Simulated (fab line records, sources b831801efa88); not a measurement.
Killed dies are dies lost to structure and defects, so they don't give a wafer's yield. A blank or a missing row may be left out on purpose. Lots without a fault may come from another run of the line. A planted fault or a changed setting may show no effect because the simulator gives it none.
Which tool did it? | flow gf180mcu | 13 lots, 39 wafers sampled, at 4 steps of a route of 602

WHAT THE GAUGES READ, wafer by wafer
GF_V1_CD_MEAS_14: target cd 260 nm. Usual: cd_nm 259.7 nm, standard deviation 1.4.
lot  | measured     | on        | cd_nm (nm)        | flag
L538 | day 18 13:20 | cd_sem-01 | 261.1 260.5 260.0 |
L539 | day 18 17:58 | cd_sem-02 | 260.5 261.2 262.4 |
L544 | day 20 16:29 | cd_sem-01 | 257.7 257.9 258.0 |
L546 | day 21 08:41 | cd_sem-01 | 261.1 261.7 261.6 |
L547 | day 21 20:04 | cd_sem-02 | 259.4 259.1 258.2 |
L548 | day 22 06:19 | cd_sem-02 | 261.0 260.2 262.7 |
L554 | day 24 22:52 | cd_sem-01 | 259.8 259.4 260.4 |
L555 | day 24 23:36 | cd_sem-01 | 260.2 260.4 259.0 |
L556 | day 25 05:20 | cd_sem-02 | 257.5 256.8 258.8 |
L557 | day 25 05:47 | cd_sem-02 | 258.8 258.5 259.3 |
L558 | day 25 08:36 | cd_sem-01 | 261.0 261.7 261.2 |
L559 | day 26 00:06 | cd_sem-01 | 259.6 258.4 259.7 |
L560 | day 26 11:45 | cd_sem-02 | 258.9 258.0 259.7 |

GF_V1_THK_MEAS_25: measures by xrf. Usual: V1_W_THK 354 nm, standard deviation 4.5.
lot  | measured     | on            | V1_W_THK (nm) | flag
L538 | day 18 14:29 | film_metro-03 | 357 359 357   |
L539 | day 18 19:08 | film_metro-02 | 345 343 347   |
L544 | day 20 17:37 | film_metro-04 | 353 358 360   |
L546 | day 21 09:53 | film_metro-03 | 351 350 350   |
L547 | day 21 21:17 | film_metro-03 | 340 346 345   |
L548 | day 22 07:28 | film_metro-02 | 351 348 348   |
L554 | day 24 23:59 | film_metro-02 | 361 359 356   |
L555 | day 25 00:49 | film_metro-04 | 358 358 354   |
L556 | day 25 06:28 | film_metro-02 | 350 352 346   |
L557 | day 25 06:56 | film_metro-02 | 359 359 354   |
L558 | day 25 09:46 | film_metro-04 | 352 356 357   |
L559 | day 26 01:15 | film_metro-02 | 354 356 357   |
L560 | day 26 12:59 | film_metro-02 | 354 357 362   |

WHICH TOOL RAN EACH LOT (tool, then ch and the chambers of the sampled wafers, then the start)
lot  | GF_M1_METAL_ETCH_16               | GF_V1_CVD_23
L538 | rie_metal-01 ch 1, day 17 12:44   | cvd_w-01 ch 0,1, day 18 14:15
L539 | rie_metal-01 ch 1, day 17 17:01   | cvd_w-02 ch 0,1, day 18 18:55
L544 | rie_metal-04 ch 1, day 19 15:35   | cvd_w-01 ch 1, day 20 17:22
L546 | rie_metal-01 ch 0,1, day 20 07:47 | cvd_w-01 ch 0,1, day 21 09:41
L547 | rie_metal-03 ch 0,1, day 20 19:16 | cvd_w-01 ch 0,1, day 21 21:03
L548 | rie_metal-01 ch 0, day 21 05:05   | cvd_w-02 ch 0,1, day 22 07:14
L554 | rie_metal-01 ch 0,1, day 23 23:12 | cvd_w-02 ch 0,1, day 24 23:46
L555 | rie_metal-04 ch 0,1, day 24 00:22 | cvd_w-01 ch 0,1, day 25 00:33
L556 | rie_metal-03 ch 0,1, day 24 05:41 | cvd_w-01 ch 0,1, day 25 06:16
L557 | rie_metal-01 ch 0,1, day 24 07:13 | cvd_w-01 ch 0,1, day 25 06:41
L558 | rie_metal-03 ch 0, day 24 09:43   | cvd_w-02 ch 0,1, day 25 09:32
L559 | rie_metal-04 ch 0,1, day 25 01:26 | cvd_w-01 ch 0,1, day 26 01:01
L560 | rie_metal-03 ch 0,1, day 25 13:55 | cvd_w-02 ch 0,1, day 26 12:42
- GF_M1_METAL_ETCH_16: etches the open film in Cl2/BCl3, stops on SiO2, target depth 627.5 nm, time 104.6 s.
- GF_V1_CVD_23: deposits W, target thk 350 nm, time 105.05 s.

WHAT THE TOOLS THEMSELVES READ (means of the sampled wafers that have a number; where no wafer has one, the mark that the record gives instead)
GF_M1_METAL_ETCH_16. Usual: drypump_motor_current_A 5.3 A, standard deviation 0.5; oes_product_au 0.971 a.u., standard deviation 0.0061; rf_fwd_power_W 795.6 W, standard deviation 2.5; throttle_valve_pct 28.249 %, standard deviation 0.0096.
lot  | tool         | drypump_motor_current_A (A) | oes_product_au (a.u.) | rf_fwd_power_W (W) | throttle_valve_pct (%) | flag
L538 | rie_metal-01 | 4.8                         | 0.969                 | 797.6              | 28.255                 |
L539 | rie_metal-01 | 4.8                         | 0.969                 | 795.8              | 28.253                 |
L544 | rie_metal-04 | 5.2                         | 0.974                 | 794.7              | 28.246                 |
L546 | rie_metal-01 | 4.8                         | 0.974                 | 795.5              | 28.248                 |
L547 | rie_metal-03 | 5.4                         | 0.975                 | 794.2              | 28.248                 |
L548 | rie_metal-01 | 4.7                         | 0.969                 | 794.3              | 28.251                 |
L554 | rie_metal-01 | 4.7                         | 0.976                 | 798.0              | 28.245                 |
L555 | rie_metal-04 | 5.5                         | 0.972                 | 796.4              | 28.258                 |
L556 | rie_metal-03 | 5.5                         | 0.973                 | 794.5              | 28.252                 |
L557 | rie_metal-01 | 4.8                         | 0.968                 | 795.0              | 28.246                 |
L558 | rie_metal-03 | 5.3                         | 0.962                 | 794.1              | 28.257                 |
L559 | rie_metal-04 | 5.6                         | 0.968                 | 795.6              | 28.246                 |
L560 | rie_metal-03 | 5.4                         | 0.971                 | 795.6              | 28.252                 |

GF_V1_CVD_23. Usual: chamber_pressure_Torr 40.02 Torr, standard deviation 0.085; heater_power_w 918 W, standard deviation 75.
lot  | tool     | chamber_pressure_Torr (Torr) | heater_power_w (W) | flag
L538 | cvd_w-01 | 40.03                        | 929                |
L539 | cvd_w-02 | 40.07                        | 900                |
L544 | cvd_w-01 | 40.07                        | 981                |
L546 | cvd_w-01 | 38.64                        | 955                | OFF
L547 | cvd_w-01 | 38.66                        | 950                | OFF
L548 | cvd_w-02 | 40.05                        | 939                |
L554 | cvd_w-02 | 40.01                        | 934                |
L555 | cvd_w-01 | 39.99                        | 955                |
L556 | cvd_w-01 | 39.93                        | 964                |
L557 | cvd_w-01 | 40.00                        | 893                |
L558 | cvd_w-02 | 39.97                        | 909                |
L559 | cvd_w-01 | 40.07                        | 955                |
L560 | cvd_w-02 | 40.09                        | 945                |

THE ANSWER, worked out from the rows above alone
Rule: a lot is off if the mean of its wafers that have a number lies more than 3 standard deviations from the usual mean. A lot without any number at a reading at which 4 lots or more have one is off too. The other lots that the step has rows for count as sound. The gauges are gone through in route order, then the tools' own readings, and for those a lot's mean is taken as printed above. The first step at which some lot is off is used, and at that step the reading that is off furthest; a lot without a number counts as furthest.
Off: L546, L547, at GF_V1_CVD_23 (chamber_pressure_Torr).
A tool fits if, at that step or a process step before it, it ran every lot that is off, and no sound lot after the first of them. None of those tried fits.

WHAT THE SIMULATOR HAD PUT IN
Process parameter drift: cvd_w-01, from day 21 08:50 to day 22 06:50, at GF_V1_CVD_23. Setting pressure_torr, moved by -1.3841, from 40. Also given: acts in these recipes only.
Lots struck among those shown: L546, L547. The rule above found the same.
